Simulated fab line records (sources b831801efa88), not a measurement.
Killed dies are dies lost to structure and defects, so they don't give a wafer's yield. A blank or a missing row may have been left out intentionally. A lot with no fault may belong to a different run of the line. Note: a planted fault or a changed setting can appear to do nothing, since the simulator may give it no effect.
2 desks, one fault ; flow sky130 ; what lay behind the numbers comes last; until then each desk has only its own

## DESK OF THE TOOL OWNER: rieDiel-01
The tool's own readings at SKY_CONTACT_ETCH_18 (etches Si3N4 in CHF3/O2, stops on TiN, time 39 s, target depth 75 nm): means of the sampled wafers that have a number, for each lot that ran on this tool. A lot is out of limits, marked OUT, if its mean lies more than 4 standard deviations from the usual mean; the brackets give that distance.
Columns: A = O2_flow_sccm at SKY_CONTACT_ETCH_18, usual 4.996 sccm; B = biasW at SKY_CONTACT_ETCH_18, usual 200.0 W; C = drypumpMotorCurrentA at SKY_CONTACT_ETCH_18, usual 5.7 A; D = oesProductAu at SKY_CONTACT_ETCH_18, usual 0.854 a.u.; E = throttleValvePct at SKY_CONTACT_ETCH_18, usual 8.793 %
lot;first seen here;A;B;C;D;E
L185;day 34 04:00;5.004;200.3;5.9;0.862;8.796
L186;day 34 16:00;4.994;200.1;6.1;0.850;8.785
L187;day 34 22:00;4.998;200.1;5.9;0.843;8.792
L188;day 35 04:00;4.992;249.3 (+85) OUT;5.9;0.854;8.794
L189;day 35 09:00;4.990;249.0 (+85) OUT;6.0;0.853;8.784
L201;day 38 21:00;4.988;199.3;6.1;0.859;8.788
This desk finds L188, L189 out of limits, L188 being first, at day 35 04:00 (biasW at SKY_CONTACT_ETCH_18). L185, L186, L187, L201 stayed within limits.

## FROM THE METROLOGY DESK
What the gauges read, lot by lot, whatever tool the lot ran on: means of the sampled wafers that have a number. A lot is out of limits, marked OUT, if its mean lies more than 4 standard deviations from the usual mean; the brackets give that distance.
Columns: A = METAL1_ALCU_RS at SKY_METAL1_RS_MEAS_05, usual 0.1266 ohm/sq
lot;first seen here;A
L181;day 33 08:25;0.1248
L185;day 34 06:05;0.1234
L186;day 34 18:25;0.1275
L187;day 35 00:07;0.1256
L188;day 35 05:38;0.1254
L189;day 35 10:37;0.1275
L190;day 35 13:01;0.1270
L195;day 37 02:11;0.1270
L198;day 38 00:31;0.1282
L200;day 38 19:53;0.1264
L201;day 38 22:36;0.1258
Finding of this desk: none of the 11 lots has anything out of limits.

## PUT TOGETHER
On L188, L189, at day 35 04:00, an alarm was possible from the tool owner's desk.
At the metrology desk, nothing out of limits was observed.
The metrology desk holds a record of L188, L189, inside its limits.
The lots listed all ran SKY_CONTACT_ETCH_18 on rieDiel-01.

## WHAT THE SIMULATOR HAD INSERTED
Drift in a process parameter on rieDiel-01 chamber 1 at SKY_CONTACT_ETCH_18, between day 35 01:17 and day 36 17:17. The setting biasW was moved by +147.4, starting from 200. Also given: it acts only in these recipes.
Lots struck among those shown: L188, L189.
Hours from the fault's start to each desk's first reading out of limits: the tool owner's desk, 3.
